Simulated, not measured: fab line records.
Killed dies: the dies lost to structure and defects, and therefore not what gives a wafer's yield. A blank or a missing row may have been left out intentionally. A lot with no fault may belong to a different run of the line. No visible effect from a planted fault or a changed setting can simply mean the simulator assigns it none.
Which tool was responsible?	flow sky130	Sampling: 7 lots, 21 wafers, 2 of 708 route steps

== WHAT THE GAUGES SHOWED, per wafer ==
SKY_GATE_OXIDE_OVL_MEAS_10.
lot	measured	on	GATE_OXIDE_OVL (nm)
L166	day 14 14:38	overlay-02	2.3 0.4 1.9
L171	day 16 02:10	overlay-02	1.4 1.3 2.2
L174	day 17 07:32	overlay-02	0.4 0.1 1.4
L175	day 18 05:22	overlay-01	0.5 2.9 2.3
L182	day 20 06:40	overlay-01	-103.2 -103.4 -103.2
L185	day 21 09:26	overlay-01	-101.9 -102.3 -101.9
L186	day 21 16:40	overlay-02	-105.1 -103.8 -103.2

== EACH LOT AND THE TOOL THAT RAN IT (in order: tool; ch and the chambers of the sampled wafers; start) ==
lot	SKY_GATE_OXIDE_EXPOSE_07
L166	iline stepper-02 ch 0, day 14 01:52
L171	iline stepper-01 ch 0, day 15 13:32
L174	iline stepper-02 ch 0, day 16 17:28
L175	iline stepper-01 ch 0, day 17 14:32
L182	iline stepper-02 ch 0, day 19 15:35
L185	iline stepper-02 ch 0, day 20 18:01
L186	iline stepper-02 ch 0, day 21 01:27
- SKY_GATE_OXIDE_EXPOSE_07: exposes mask LVOM, target cd 600 nm.

== THE ANSWER, worked out from the rows above alone ==
Rule: the usual values come from the lots themselves. The widest of any qualifying gaps counts: lots, ordered by their means at a reading, are off when they make up no more than a third of the lots, leave a main group of 4 or more, and stand apart from it by 3 or more times the standard deviation of that group's means. Not used: any main group whose means are identical at the precision the tables above print for the reading. Also off: a lot with no number at a reading for which 4 or more lots have one. Any other lot the step has rows for is counted as sound.
Nothing can be told from this: no lot is off at any reading shown.

== WHAT THE SIMULATOR PUT IN ==
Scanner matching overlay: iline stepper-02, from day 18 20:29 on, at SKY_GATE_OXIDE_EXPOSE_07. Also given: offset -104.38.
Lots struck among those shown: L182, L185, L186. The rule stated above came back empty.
